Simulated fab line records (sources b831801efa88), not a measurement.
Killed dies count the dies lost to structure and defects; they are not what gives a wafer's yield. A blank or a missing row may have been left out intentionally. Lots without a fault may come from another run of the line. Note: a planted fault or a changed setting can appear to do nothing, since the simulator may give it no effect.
A lot that was struck, set against a sound lot    flow sky130    21 out of 708 route steps
Sound: these wafers, L724.4, L724.5, L724.6. Struck: wafer L713.4. (L713.2, L713.3 of the same lot were not struck and are left out.) The cause comes at the end.
For every step that has rows: the tool of each side, followed by ch and its chambers, followed by its first start. Under that, the readings that differ: sound wafers    struck wafers    difference of the means    sigmas: that difference in standard deviations of wafers without a fault.
alike: same words and numbers on both sides, and readings whose means sit less than 2 such deviations apart. not compared: any withheld reading, any reading some wafer has no value for, any bound like >300 that may hide the same value, and any number with overlapping values for which the record gives no deviation.
The two part at a step that has a row with sigmas, a row that says differs or no value, or rows on one side only. Non-overlapping numbers with no deviation appear without sigmas and do not part them. Lack of a reading on every wafer of one side parts them only where that side has two or more wafers.

first, 4 steps without rows for these wafers: SKY_RES_XHIGH_EXPOSE_04 (exposes mask URPM, target cd 1270 nm); SKY_RES_XHIGH_PEB_05; SKY_RES_XHIGH_DEVELOP_06 (develop time 60 s); SKY_RES_XHIGH_IMPLANT_07.
SKY_RES_XHIGH_STRIP_08: strips in O2/N2.
  sound on plasma-asher-02 ch 0,1, day 32 23:30; struck on plasma-asher-04 ch 1, day 29 18:01
  alike: drypump-motor-current-A, oes-product-au, strip-time-to-endpoint-s
  not compared: rf-hours-counter-h
SKY_RES_XHIGH_TW_MEAS_09:
  sound on film-metro-04, day 32 23:36; struck on film-metro-01, day 29 18:07
reading       sound           struck  difference  sigmas
RES_XHIGH_TW  1619 1614 1615  1642    +26         +2
then, 6 steps without rows for these wafers: SKY_SD_N_DEHYDRATE_00 (time 60 s); SKY_SD_N_HMDS_01 (prime time 60 s); SKY_SD_N_COAT_02 (resist thk 1140 nm); SKY_SD_N_SOFTBAKE_03 (time 60 s); SKY_SD_N_EXPOSE_04 (exposes mask NSDM, target cd 380 nm); SKY_SD_N_PEB_05.
SKY_SD_N_DEVELOP_06: develop time 60 s.
  sound on litho-track-01 ch 0, day 34 02:07; struck on litho-track-04 ch 0, day 30 21:50
  alike: developer-temp-C, resist-line-temp-C
SKY_SD_N_CD_MEAS_07: the cd target is 380 nm.
  sound on cd-sem-01, day 34 02:14; struck on cd-sem-02, day 30 21:58
  not compared: cd-nm
SKY_SD_N_OVL_MEAS_08:
  sound on overlay-02, day 34 02:19; struck on overlay-02, day 30 22:05
  not compared: SD_N_OVL
then, 2 steps without rows for these wafers: SKY_SD_N_IMPLANT_09; SKY_SD_N_IMPLANT_10.
SKY_SD_N_STRIP_11: strips in O2/N2.
  sound on plasma-asher-04 ch 0,1, day 34 02:40; struck on plasma-asher-03 ch 0, day 30 22:25
  alike: drypump-motor-current-A, oes-product-au, strip-time-to-endpoint-s
  not compared: rf-hours-counter-h
SKY_SD_N_TW_MEAS_12:
  sound on film-metro-03, day 34 02:46; struck on film-metro-03, day 30 22:31
reading  sound           struck  difference  sigmas
SD_N_TW  3970 3964 3958  30      -3934       -99 or more
then, 1 step without rows for these wafers: SKY_SD_N_CLEAN_13 (cleans in SC1/SC2, time 150 s).
-- here the record skips 17 days between the struck wafers' starts before and after, leaving off in module SD_N and picking up in module PAD_OPEN (first step shown: number 708 of the route) --
SKY_PAD_OPEN_PROBE_99:
  the record has rows for the struck wafers here (prober-01, day 48 02:14) and none for the sound ones

== WHERE THEY PART ==
At SKY_RES_XHIGH_TW_MEAS_09 first; at SKY_PAD_OPEN_PROBE_99 last (within this record only).

WHY: the cause the simulator had injected
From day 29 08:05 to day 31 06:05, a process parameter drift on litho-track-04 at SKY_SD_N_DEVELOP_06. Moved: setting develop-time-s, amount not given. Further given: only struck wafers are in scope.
